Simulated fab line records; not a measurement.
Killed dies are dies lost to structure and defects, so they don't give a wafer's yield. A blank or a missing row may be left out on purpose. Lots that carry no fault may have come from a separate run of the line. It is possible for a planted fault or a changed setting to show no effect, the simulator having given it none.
Comparing a struck lot with a sound one | flow sky130 | 16 steps out of a route of 708
Sound: the wafers L683.1, L683.3, L683.5. Struck: wafer L682.1 (L682.3, L682.6, from the same lot, were not struck and are left out); the cause is given at the end.
For every step that has rows: the tool of each side, followed by ch and its chambers, followed by its first start. Under that, the readings that differ: sound wafers | struck wafers | difference of the means | sigmas: that difference in standard deviations of wafers without a fault.
alike: readings with means less than 2 such deviations apart, plus words and numbers identical on both sides. not compared: withheld readings, readings lacking a value on some wafer, bounds such as >300 that could conceal the same value, and numbers that have no deviation in the record and whose values overlap.
A row with sigmas, a row that says differs or no value, or rows on one side alone: a step with any of these is where the two part. Numbers that don't overlap but have no deviation are shown without sigmas and don't part them. Lack of a reading on every wafer of one side parts them only where that side has two or more wafers.

SKY_SD_N_OVL_MEAS_08:
  struck on overlay-01, day 32 02:06; sound on overlay-01, day 32 01:56
  alike: SD_N_OVL
then, 2 steps without rows for these wafers: SKY_SD_N_IMPLANT_09; SKY_SD_N_IMPLANT_10.
SKY_SD_N_STRIP_11: strips in O2/N2.
  sound on plasma_asher-01 ch 0,1, day 32 02:16; struck on plasma_asher-02 ch 0, day 32 02:26
  alike: chamber_pressure_mTorr, drypump_motor_current_A, oes_product_au, strip_time_to_endpoint_s
  not compared: rf_hours_counter_h
SKY_SD_N_TW_MEAS_12:
  struck on film_metro-04, day 32 02:32; sound on film_metro-02, day 32 02:22
  alike: SD_N_TW
then, 1 step without rows for these wafers: SKY_SD_N_CLEAN_13 (cleans in SC1/SC2, time 150 s).
SKY_SD_N_RTA_14: time 2 s.
  sound on rtp_anneal-01 ch 0, day 32 02:29; struck on rtp_anneal-02 ch 0, day 32 02:39
  alike: lamp_power_pct, ramp_up_c_per_s, wafer_temp_C_max
SKY_SD_N_RS_MEAS_16: measurement is done with a four-point probe.
  struck on film_metro-04, day 32 02:49; sound on film_metro-02, day 32 02:39
  alike: SD_N_RS
SKY_SD_N_RS_MEAS_17: measurement is done with a four-point probe.
  struck on film_metro-04, day 32 02:56; sound on film_metro-02, day 32 02:46
  alike: SD_P_RS
SKY_SD_N_RS_MEAS_18: measurement is done with a four-point probe.
  struck on film_metro-04, day 32 03:04; sound on film_metro-02, day 32 02:53
  alike: RES_XHIGH_RS
then, 1 step without rows for these wafers: SKY_SALICIDE_CLEAN_00 (cleans in HF-last, time 30 s).
SKY_LI_CONTACT_HDPCVD_00: deposits PSG, target thk 930 nm, time 155 s.
  sound on hdpcvd-01 ch 0,1,2, day 32 03:02; struck on hdpcvd-02 ch 2, day 32 03:12
  reading                                       | sound             | struck | difference | sigmas
  run_length_s (s)                              | 182.9 183.6 183.4 | 230.7  | +47.4      | +99 or more
  model.PSG_of_LI_CONTACT_HDPCVD_00.thk_nm (nm) | 929.5 930.8 928.2 | 1202   | +272       |
SKY_LI_CONTACT_THK_MEAS_01:
  struck on film_metro-02, day 32 03:32; sound on film_metro-01, day 32 03:08
  reading                    | sound       | struck | difference | sigmas
  LI_CONTACT_HDPCVD_THK (nm) | 929 931 927 | 1202   | +273       | +35
  not compared: hold
SKY_LI_CONTACT_CMP_02: polishes PSG.
  sound on cmp-01 ch 0,1,2, day 32 03:23; struck on cmp-01 ch 3, day 32 09:52
  reading                | sound          | struck                   | difference                   | sigmas
  hold                   | - - -          | await_dispo/5.0h/release | no value on the sound wafers |
  motor_current_A (A)    | 11.6 11.3 10.1 | 15.4                     | +4.4                         | +2
  time_to_endpoint_s (s) | 30.1 29.8 28.8 | 56.3                     | +26.7                        | +10
  alike: slurry_flow_ml_min
SKY_LI_CONTACT_BOW_MEAS_03:
  struck on film_metro-02, day 32 10:14; sound on film_metro-04, day 32 03:38
  reading             | sound    | struck | difference | sigmas
  LI_CONTACT_BOW (um) | 62 47 65 | 42     | -16        | -2
then, 1 step without rows for these wafers: SKY_PAD_OPEN_PROBE_99.

== WHERE THEY PART ==
Last at SKY_LI_CONTACT_BOW_MEAS_03 as far as this record goes, first at SKY_LI_CONTACT_HDPCVD_00.

WHY: what had been put in by the simulator
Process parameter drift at SKY_LI_CONTACT_HDPCVD_00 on hdpcvd-02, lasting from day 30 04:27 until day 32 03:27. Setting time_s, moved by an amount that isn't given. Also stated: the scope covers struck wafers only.
